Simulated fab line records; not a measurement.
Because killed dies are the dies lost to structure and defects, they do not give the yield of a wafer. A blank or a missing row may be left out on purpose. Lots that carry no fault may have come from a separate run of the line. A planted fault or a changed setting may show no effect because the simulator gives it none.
Matching of chambers + flow sky130 + 4 sister chambers for SKY_VIA1_ETCH_15 on rie-diel-01
The step etches SiO2 in C4F8/O2/Ar, stops on TiN, target depth 351 nm, time 54 s. 8 wafers are shown with their chamber, then 12 later ones without.

WAFERS, EACH WITH ITS CHAMBER
| wafer  | chamber | oes-product-au (a.u.) | bias-w (W) |
|--------|---------|-----------------------|------------|
| L084.2 | 3       | 0.981                 | 1199       |
| L084.6 | 3       | 0.990                 | 1200       |
| L088.1 | 1       | 0.986                 | 1202       |
| L090.1 | 2       | 0.971                 | 1201       |
| L090.5 | 0       | 0.979                 | 1200       |
| L089.2 | 1       | 0.980                 | 1199       |
| L089.4 | 2       | 0.984                 | 1193       |
| L089.6 | 0       | 0.972                 | 1194       |

WAFERS WITHOUT THEIR CHAMBER
| wafer  | oes-product-au (a.u.) | bias-w (W) |
|--------|-----------------------|------------|
| L091.1 | 0.981                 | 1194       |
| L091.2 | 0.985                 | 1202       |
| L091.4 | 0.979                 | 1199       |
| L093.1 | 0.983                 | 1196       |
| L093.3 | 0.986                 | 1208       |
| L093.6 | 0.978                 | 1202       |
| L095.3 | 0.978                 | 1200       |
| L095.4 | 0.985                 | 1202       |
| L095.5 | 0.977                 | 1201       |
| L096.1 | 0.985                 | 1204       |
| L096.2 | 0.990                 | 1204       |
| L096.5 | 0.979                 | 1205       |

EACH ONE'S CHAMBER
| wafer  | from the rows above               | in truth |
|--------|-----------------------------------|----------|
| L091.1 | can't be placed: 2 or 0 or 3 or 1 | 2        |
| L091.2 | can't be placed: 1 or 3 or 2 or 0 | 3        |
| L091.4 | can't be placed: 2 or 1 or 0 or 3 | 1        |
| L093.1 | can't be placed: 2 or 3 or 0 or 1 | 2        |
| L093.3 | can't be placed: 1 or 3 or 2 or 0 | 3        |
| L093.6 | can't be placed: 1 or 3 or 2 or 0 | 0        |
| L095.3 | can't be placed: 1 or 2 or 0 or 3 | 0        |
| L095.4 | can't be placed: 1 or 3 or 2 or 0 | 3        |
| L095.5 | can't be placed: 1 or 2 or 0 or 3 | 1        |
| L096.1 | can't be placed: 1 or 3 or 2 or 0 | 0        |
| L096.2 | can't be placed: 3 or 1 or 2 or 0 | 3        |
| L096.5 | can't be placed: 1 or 3 or 2 or 0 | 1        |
Correct placement for 0 of the 12. Unplaceable from these rows: 12, with the true chamber sitting among the candidates in 12. Placed wrongly: 0.
How it was worked out, from the rows above alone: a wafer's distance from a chamber is the root of the sum, over the readings, of the square of ((its reading less the chamber's mean) divided by the reading's scatter). If the next closest chamber is less than 2 further off than the closest, the wafer can't be placed; otherwise it belongs to the closest. Each chamber's mean is taken over the wafers shown for it. How the scatter is found: for the shown wafers, subtract from each reading the mean of its chamber, square and add these, divide the total by (wafers less chambers), then take the root.
